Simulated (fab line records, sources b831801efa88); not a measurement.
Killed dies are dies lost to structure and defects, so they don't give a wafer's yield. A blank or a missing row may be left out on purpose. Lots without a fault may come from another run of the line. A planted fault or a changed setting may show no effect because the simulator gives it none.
fab line records | flow sky130
record lots=11 wafers=33 last_day=49
route steps=708 shown SONOS_ONO@185 POLY_GATE@205 SD_N@351 CONTACT@407 PAD_OPEN@708
lots that met no fault: from a run of the same line without faults
start_h: hours from the record's first day to the start of the lot's first wafer shown | wait_h: hours since the lot's step before | " the same as in the row above | L1.1+2: a row that stands for several wafers | - no value, or no start given | * or withheld: withheld | < > ~ a bound
route shown NAME@n: a module of which the file shows steps, and the number in the route of the first | usual: mean/standard deviation of fault-free wafers | same: alike in all rows | chamber/n: place in a boat | sites: the reading at each site | _std_site: their standard deviation | _edge_site: outer sites' mean less inner sites' | radius_mm: how far each site lies from the wafer's centre | mask NAME#n: copy n | behind: the tool/chamber that last shaped the wafer | hold: why the lot was held/for how many hours/how that ended | device: the transistor (n, p or np) that didn't switch | end of line: the same wafers' tests at the end of the route | a step without rows: its recipe alone | killed: dies lost to structure and defects at the first sort, not the wafer's yield | map: a wafer's dies, x killed, . not, _ none there
set.NAME: the setting as run; set.NAME@STEP: as run at that earlier step | model.NAME: the simulator's own value behind a step, which no gauge read
steps of the route over a sample of lots; a table a step, a row a wafer
services: from which hour (start_h, from the record's first day; less than 0 if before it) a tool's chamber was out of use, for how many hours, and why
## steps
# step SKY_SONOS_ONO_STRIP_17
# recipe chemistry=O2/N2 power_w=1400 pressure_mtorr=1500 platen_temp_c=withheld o2_flow_sccm=3000 n2_flow_sccm=300 overash_fraction=0.5
# usual drypump_motor_current_A=5.8/0.5 oes_product_au=0.710/0.0042 strip_time_to_endpoint_s=14.10/0.042
# columns lot.wafer tool chamber start_h wait_h drypump_motor_current_A oes_product_au rf_hours_counter_h strip_time_to_endpoint_s
L643.4 plasma_asher-03 0 284.01 0.0 6.4 0.708 - 14.08
L643.5 " 0 " " 6.4 0.707 - 14.09
L643.6 " 1 " " 5.4 0.709 - 14.08
L645.1 plasma_asher-02 1 299.28 0.0 5.4 0.713 61 14.10
L645.3 " 0 " " 5.5 0.706 - 14.06
L645.6 " 0 " " 5.5 0.711 - 14.11
L646.1 plasma_asher-03 0 319.85 0.0 6.4 0.702 49 14.08
L646.2 " 1 " " 5.4 0.713 49 14.08
L646.5 " 0 " " 6.4 0.708 - 14.12
L647.2 plasma_asher-02 0 324.19 0.0 5.5 0.714 63 14.06
L647.3 " 0 " " 5.5 0.707 - 14.04
L647.6 " 0 " " 5.5 0.718 - 14.12
L648.1 plasma_asher-02 0 329.09 0.0 5.5 0.707 64 14.07
L648.3 " 1 " " 5.4 0.709 - 14.07
L648.4 " 0 " " 5.4 0.708 - 14.07
L649.1 plasma_asher-03 1 339.23 0.0 5.4 0.713 51 14.09
L649.2 " 0 " " 6.5 0.704 51 14.13
L649.3 " 0 " " 6.5 0.709 - 14.11
L650.3 plasma_asher-02 0 349.22 0.0 5.5 0.717 - 14.10
L650.4 " 1 " " 5.4 0.699 - 14.09
L650.5 " 1 " " 5.4 0.708 - 14.15
L653.1 plasma_asher-01 0 368.84 0.0 6.6 0.713 24 14.16
L653.3 " 1 " " 5.4 0.717 - 14.15
L653.5 " 1 " " 5.4 0.709 - 14.13
L655.1 plasma_asher-01 0 387.43 0.0 6.6 0.701 26 14.06
L655.2 " 1 " " 5.4 0.707 26 14.08
L655.6 " 1 " " 5.4 0.713 - 14.09
L658.2 plasma_asher-01 1 409.23 0.0 5.4 0.710 28 14.12
L658.4 " 1 " " 5.4 0.717 - 14.10
L658.5 " 0 " " 6.6 0.711 - 14.13
L659.4 plasma_asher-01 0 417.82 0.0 6.6 0.709 - 14.17
L659.5 " 0 " " 6.6 0.711 - 14.21
L659.6 " 1 " " 5.4 0.716 - 14.22
# step SKY_POLY_GATE_THK_MEAS_01
# recipe reads=poly-Si_of_POLY_GATE_CVD_00
# usual POLY_GATE_CVD_00_THK=179.4/1.6
# columns lot.wafer tool chamber start_h wait_h POLY_GATE_CVD_00_THK[nm]
L643.4 film_metro-02 - 314.70 0.0 178.1
L643.5 " - " " 179.2
L643.6 " - " " 178.3
L645.1 film_metro-03 - 331.49 0.0 180.7
L645.3 " - " " 180.3
L645.6 " - " " 179.8
L646.1 film_metro-03 - 352.11 0.0 178.2
L646.2 " - " " 178.9
L646.5 " - " " 179.7
L647.2 film_metro-02 - 358.96 0.0 179.5
L647.3 " - " " 179.5
L647.6 " - " " 181.1
L648.1 film_metro-04 - 363.39 0.0 181.0
L648.3 " - " " 181.7
L648.4 " - " " 181.6
L649.1 film_metro-03 - 373.39 0.0 179.7
L649.2 " - " " 179.6
L649.3 " - " " 178.2
L650.3 film_metro-04 - 384.01 0.0 181.1
L650.4 " - " " 179.9
L650.5 " - " " 181.1
L653.1 film_metro-03 - 404.36 0.0 176.8
L653.3 " - " " 176.0
L653.5 " - " " 176.8
L655.1 film_metro-03 - 426.21 0.0 179.6
L655.2 " - " " 177.7
L655.6 " - " " 178.9
L658.2 film_metro-03 - 447.18 0.0 179.1
L658.4 " - " " 179.4
L658.5 " - " " 180.0
L659.4 film_metro-02 - 455.39 0.0 182.1
L659.5 " - " " 183.3
L659.6 " - " " 181.0
# step SKY_SD_N_IMPLANT_09
# recipe species=As energy_kev=50 dose_cm2=4e+15 tilt_deg=0
# usual beam_energy_keV=49.999/0.014
# columns lot.wafer tool chamber start_h wait_h beam_energy_keV
L643.4 implanter-04 0 653.64 0.1 49.998
L643.5 " 0 " " 50.002
L643.6 " 0 " " 49.990
L645.1 implanter-01 0 663.92 0.0 50.020
L645.3 " 0 " " 50.028
L645.6 " 0 " " 50.024
L646.1 implanter-03 0 687.62 0.0 50.003
L646.2 " 0 " " 49.992
L646.5 " 0 " " 49.978
L647.2 implanter-03 0 695.74 0.0 49.990
L647.3 " 0 " " 49.961
L647.6 " 0 " " 49.980
L648.1 implanter-01 0 699.17 0.0 49.992
L648.3 " 0 " " 49.971
L648.4 " 0 " " 49.941
L649.1 implanter-03 0 710.87 0.0 49.996
L649.2 " 0 " " 50.009
L649.3 " 0 " " 50.010
L650.3 implanter-03 0 720.77 0.1 50.010
L650.4 " 0 " " 50.010
L650.5 " 0 " " 50.023
L653.1 implanter-04 0 736.57 0.0 50.011
L653.3 " 0 " " 49.993
L653.5 " 0 " " 50.004
L655.1 implanter-04 0 756.22 0.0 36.405
L655.2 " 0 " " 36.408
L655.6 " 0 " " 36.418
L658.2 implanter-04 0 776.44 0.0 36.401
L658.4 " 0 " " 36.418
L658.5 " 0 " " 36.430
L659.4 implanter-01 0 783.59 0.1 50.009
L659.5 " 0 " " 50.012
L659.6 " 0 " " 49.998
# step SKY_SD_N_STRIP_11
# recipe chemistry=O2/N2 power_w=1400 pressure_mtorr=1500 platen_temp_c=withheld o2_flow_sccm=3000 n2_flow_sccm=300 overash_fraction=0.5
# usual drypump_motor_current_A=5.7/0.47 oes_product_au=0.528/0.0049 strip_time_to_endpoint_s=22.55/0.054
# columns lot.wafer tool chamber start_h wait_h drypump_motor_current_A oes_product_au rf_hours_counter_h strip_time_to_endpoint_s
L643.4 plasma_asher-03 0 653.90 0.1 6.5 0.516 - 22.52
L643.5 " 1 " " 5.4 0.522 - 22.54
L643.6 " 0 " " 6.5 0.534 - 22.54
L645.1 plasma_asher-02 0 664.22 0.1 5.5 0.537 22 22.61
L645.3 " 0 " " 5.5 0.531 - 22.60
L645.6 " 0 " " 5.5 0.528 - 22.61
L646.1 plasma_asher-01 0 687.92 0.1 6.6 0.532 57 22.55
L646.2 " 1 " " 5.4 0.535 57 22.56
L646.5 " 1 " " 5.4 0.529 - 22.55
L647.2 plasma_asher-03 0 696.02 0.1 6.4 0.522 87 22.54
L647.3 " 1 " " 5.3 0.527 - 22.50
L647.6 " 1 " " 5.4 0.532 - 22.55
L648.1 plasma_asher-02 0 699.47 0.1 5.5 0.527 25 22.56
L648.3 " 1 " " 5.4 0.521 - 22.58
L648.4 " 0 " " 5.5 0.521 - 22.59
L649.1 plasma_asher-01 0 711.17 0.1 6.5 0.530 59 22.57
L649.2 " 1 " " 5.4 0.522 59 22.52
L649.3 " 1 " " 5.4 0.525 - 22.53
L650.3 plasma_asher-02 0 721.06 0.1 5.5 0.535 - 22.45
L650.4 " 1 " " 5.4 0.525 - 22.41
L650.5 " 1 " " 5.4 0.532 - 22.44
L653.1 plasma_asher-02 0 736.87 0.1 5.5 0.531 30 22.56
L653.3 " 1 " " 5.4 0.522 - 22.59
L653.5 " 0 " " 5.5 0.531 - 22.57
L655.1 plasma_asher-03 1 756.52 0.1 5.4 0.568 94 20.54
L655.2 " 0 " " 6.4 0.550 94 20.51
L655.6 " 1 " " 5.3 0.556 - 20.50
L658.2 plasma_asher-03 0 776.72 0.1 6.5 0.560 96 20.42
L658.4 " 0 " " 6.5 0.560 - 20.44
L658.5 " 0 " " 6.4 0.571 - 20.42
L659.4 plasma_asher-01 0 783.85 0.1 6.6 0.531 - 22.57
L659.5 " 1 " " 5.4 0.528 - 22.56
L659.6 " 0 " " 6.6 0.522 - 22.57
# step SKY_SD_N_TW_MEAS_12
# usual SD_N_TW=3971/18
# columns lot.wafer tool chamber start_h wait_h SD_N_TW
L643.4 film_metro-04 - 654.00 0.1 3931
L643.5 " - " " 3919
L643.6 " - " " 3945
L645.1 film_metro-02 - 664.32 0.1 3967
L645.3 " - " " 3988
L645.6 " - " " 3956
L646.1 film_metro-02 - 688.02 0.1 3952
L646.2 " - " " 3951
L646.5 " - " " 3970
L647.2 film_metro-02 - 696.13 0.1 3955
L647.3 " - " " 3957
L647.6 " - " " 3965
L648.1 film_metro-02 - 699.57 0.1 4001
L648.3 " - " " 3982
L648.4 " - " " 3987
L649.1 film_metro-03 - 711.27 0.1 3938
L649.2 " - " " 3965
L649.3 " - " " 3962
L650.3 film_metro-03 - 721.14 0.1 3989
L650.4 " - " " 3989
L650.5 " - " " 3979
L653.1 film_metro-02 - 736.97 0.1 3954
L653.3 " - " " 3956
L653.5 " - " " 4004
L655.1 film_metro-02 - 756.62 0.1 3666
L655.2 " - " " 3684
L655.6 " - " " 3674
L658.2 film_metro-03 - 776.83 0.1 3663
L658.4 " - " " 3687
L658.5 " - " " 3678
L659.4 film_metro-02 - 783.95 0.1 3989
L659.5 " - " " 4002
L659.6 " - " " 3987
# step SKY_SD_N_RS_MEAS_16
# recipe thk_meas_gauge=four-point-probe
# usual SD_N_RS=68.55/0.12
# columns lot.wafer tool chamber start_h wait_h SD_N_RS[ohm/sq]
L643.4 film_metro-03 - 654.32 0.1 68.66
L643.5 " - " " 68.45
L643.6 " - " " 68.50
L645.1 film_metro-03 - 664.61 0.1 68.56
L645.3 " - " " 68.43
L645.6 " - " " 68.53
L646.1 film_metro-04 - 688.30 0.1 68.75
L646.2 " - " " 68.66
L646.5 " - " " 68.70
L647.2 film_metro-03 - 696.42 0.1 68.54
L647.3 " - " " 68.51
L647.6 " - " " 68.59
L648.1 film_metro-04 - 699.85 0.1 68.56
L648.3 " - " " 68.57
L648.4 " - " " 68.60
L649.1 film_metro-04 - 711.56 0.1 68.51
L649.2 " - " " 68.45
L649.3 " - " " 68.57
L650.3 film_metro-02 - 721.45 0.1 68.44
L650.4 " - " " 68.46
L650.5 " - " " 68.55
L653.1 film_metro-04 - 737.26 0.1 68.51
L653.3 " - " " 68.48
L653.5 " - " " 68.23
L655.1 film_metro-02 - 756.91 0.1 79.54
L655.2 " - " " 79.66
L655.6 " - " " 79.32
L658.2 film_metro-02 - 777.18 0.1 79.55
L658.4 " - " " 79.35
L658.5 " - " " 79.70
L659.4 film_metro-03 - 784.32 0.1 68.40
L659.5 " - " " 68.31
L659.6 " - " " 68.62
# step SKY_CONTACT_THK_MEAS_01
# recipe reads=Si3N4_of_CONTACT_CVD_00
# usual CONTACT_CVD_00_THK=74.6/1.1
# columns lot.wafer tool chamber start_h wait_h CONTACT_CVD_00_THK[nm]
L643.4 film_metro-04 - 715.20 - 74.9
L643.5 " - " " 76.1
L643.6 " - " " 76.6
L645.1 film_metro-04 - 724.20 - 74.3
L645.3 " - " " 75.7
L645.6 " - " " 75.5
L646.1 film_metro-02 - 747.81 - 74.9
L646.2 " - " " 72.5
L646.5 " - " " 76.4
L647.2 film_metro-01 - 754.08 - 75.8
L647.3 " - " " 72.9
L647.6 " - " " 76.5
L648.1 film_metro-04 - 758.19 - 74.5
L648.3 " - " " 73.6
L648.4 " - " " 75.5
L649.1 film_metro-02 - 769.54 - 73.7
L649.2 " - " " 74.9
L649.3 " - " " 72.8
L650.3 film_metro-01 - 779.98 - 74.5
L650.4 " - " " 76.2
L650.5 " - " " 76.0
L653.1 film_metro-01 - 795.28 - 73.7
L653.3 " - " " 72.0
L653.5 " - " " 74.8
L655.1 film_metro-02 - 813.30 - 73.3
L655.2 " - " " 75.1
L655.6 " - " " 76.8
L658.2 film_metro-02 - 832.47 - 74.2
L658.4 " - " " 73.3
L658.5 " - " " 74.8
L659.4 film_metro-02 - 839.66 - 74.4
L659.5 " - " " 75.7
L659.6 " - " " 74.3
# step SKY_PAD_OPEN_PROBE_99
# usual killed_at_M0_to_M3=42/6.1 killed_at_M4_up=3.4/2 killed_at_contacts=23/4.8 killed_at_front_end=15/3.8 killed_at_other=0.3/0.48 killed_dies=84/8.5 killed_on_rim=16/3.9 killed_open=46/6.8 killed_short=38/6.2
# same gross_dies=492 killed_at_back_side=0
# columns lot.wafer tool chamber start_h wait_h killed_at_M0_to_M3 killed_at_M4_up killed_at_contacts killed_at_front_end killed_at_other killed_dies killed_on_rim killed_open killed_short
L653.1 prober-02 - 1144.88 0.1 38 3 16 20 1 78 13 37 40
L653.3 prober-02 - 1144.98 0.2 35 4 20 16 0 75 13 35 40
L653.5 prober-02 - 1145.08 0.2 51 4 24 21 0 100 21 48 50
L655.1 prober-02 - 1156.67 0.1 51 3 17 16 0 87 16 45 41
L655.2 prober-02 - 1156.72 0.1 47 3 12 17 1 80 13 53 25
L655.6 prober-02 - 1156.92 0.2 39 6 22 11 0 78 13 48 28
L658.2 prober-01 - 1171.09 0.1 45 2 25 15 0 87 19 51 35
L658.4 prober-01 - 1171.19 0.2 38 3 30 11 0 82 17 46 36
L658.5 prober-01 - 1171.24 0.2 38 5 18 18 0 79 17 38 40
# killed by level:class
L653.1 VIA1:geometric_particle:open=9 VIA3:geometric_particle:open=8 CONTACT:geometric_particle:short=7 FIELD_ISO:geometric_particle:short=6 FIELD_ISO:geometric_particle:open=5 POLY_GATE:geometric_particle:short=5 VIA3:geometric_particle:short=5 LI_CONTACT:geometric_particle:open=4
L653.3 VIA2:geometric_particle:open=7 FIELD_ISO:geometric_particle:short=6 VIA1:geometric_particle:open=6 POLY_GATE:geometric_particle:short=5 CONTACT:geometric_particle:open=5 VIA3:geometric_particle:short=5 LI_CONTACT:geometric_particle:short=4 LI_CONTACT:geometric_particle:open=4
L653.5 POLY_GATE:geometric_particle:open=9 VIA1:geometric_particle:open=8 VIA3:geometric_particle:open=8 LOCAL_INTERCONNECT:geometric_particle:short=7 CONTACT:geometric_particle:open=7 METAL2:geometric_particle:short=7 VIA2:geometric_particle:short=6 LI_CONTACT:geometric_particle:open=5
L655.1 METAL1:geometric_particle:short=10 VIA1:geometric_particle:open=10 LI_CONTACT:geometric_particle:open=8 VIA3:geometric_particle:open=5 FIELD_ISO:geometric_particle:short=4 FIELD_ISO:geometric_particle:open=4 VIA2:geometric_particle:open=4 CONTACT:geometric_particle:short=4
L655.2 VIA1:geometric_particle:open=15 VIA3:geometric_particle:open=10 FIELD_ISO:geometric_particle:open=9 LI_CONTACT:geometric_particle:open=5 CONTACT:geometric_particle:open=5 VIA1:geometric_particle:short=5 METAL2:geometric_particle:short=5 VIA2:geometric_particle:open=4
L655.6 VIA1:geometric_particle:open=14 CONTACT:geometric_particle:open=7 LI_CONTACT:geometric_particle:open=6 POLY_GATE:geometric_particle:open=5 LI_CONTACT:geometric_particle:short=5 METAL1:geometric_particle:open=5 VIA1:geometric_particle:short=4 VIA2:geometric_particle:open=4
L658.2 VIA1:geometric_particle:open=14 VIA1:geometric_particle:short=7 CONTACT:geometric_particle:open=7 VIA3:geometric_particle:open=6 POLY_GATE:geometric_particle:open=5 LI_CONTACT:geometric_particle:open=5 LI_CONTACT:geometric_particle:short=4 CONTACT:geometric_particle:short=4
L658.4 CONTACT:geometric_particle:open=15 VIA1:geometric_particle:open=10 CONTACT:geometric_particle:short=7 VIA1:geometric_particle:short=7 VIA2:geometric_particle:open=7 FIELD_ISO:geometric_particle:open=4 LOCAL_INTERCONNECT:geometric_particle:short=4 POLY_GATE:geometric_particle:short=3
L658.5 CONTACT:geometric_particle:open=6 VIA2:geometric_particle:open=6 FIELD_ISO:geometric_particle:short=5 METAL1:geometric_particle:short=5 VIA3:geometric_particle:open=5 FIELD_ISO:geometric_particle:open=4 LI_CONTACT:geometric_particle:open=4 METAL4:geometric_particle:short=4
## services
# columns tool chamber start_h hours kind
implanter-04 - 353.48 3.6 repair
plasma_asher-01 - 356.30 3.4 repair
plasma_asher-03 - 376.58 2.9 repair
implanter-01 - 398.97 0.6 repair
implanter-03 - 413.98 3.0 pm
implanter-04 - 420.58 0.7 repair
plasma_asher-02 - 421.25 9.0 pm
implanter-04 - 452.00 3.9 pm
implanter-04 - 551.41 9.1 repair
plasma_asher-02 - 556.41 12.3 pm
implanter-04 - 567.21 1.1 repair
plasma_asher-02 - 576.48 2.1 repair
implanter-04 - 583.16 1.3 repair
implanter-04 - 611.13 1.9 repair
implanter-03 - 617.57 1.5 repair
implanter-04 - 645.43 3.2 pm
implanter-03 - 657.65 2.0 repair
implanter-04 - 661.03 4.9 repair
plasma_asher-01 - 719.23 14.6 pm
plasma_asher-01 - 733.80 2.8 pm
implanter-03 - 736.46 2.1 pm
implanter-03 - 740.51 6.1 repair
implanter-03 - 757.18 1.3 repair
plasma_asher-03 - 768.12 8.2 repair
## key
first_sign step=SKY_SD_N_IMPLANT_09 reading=beam_energy_keV direction=down sigmas=99+ usual=* struck=*
effect step=SKY_SD_N_STRIP_11 reading=strip_time_to_endpoint_s direction=down sigmas=38 usual=* struck=*
effect step=SKY_SD_N_TW_MEAS_12 reading=SD_N_TW direction=down sigmas=16 usual=3971 struck=3675
effect step=SKY_SD_N_RS_MEAS_16 reading=SD_N_RS direction=up sigmas=88 usual=68.55 struck=79.52
met_at SKY_SD_N_IMPLANT_09
struck_lots L655,L658
tester_left_out L655,L658
not_acting_at SKY_SONOS_ONO_STRIP_17,SKY_POLY_GATE_THK_MEAS_01,SKY_CONTACT_THK_MEAS_01
onset_between 736.57 756.22
fault kind=process_parameter_drift tool=implanter-04 chamber=- onset_h=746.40 steps=SKY_SD_N_IMPLANT_09 channel=energy_kev offset=* shape=step end_h=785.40 acts_in=* stated=*
# tester_left_out: of these lots the tester's yield and bins aren't shown, on N5 and GAA mostly nor the transistor test; their killed dies are dies lost to structure and defects alone, not to doping, threshold or leakage, so they don't give the yield
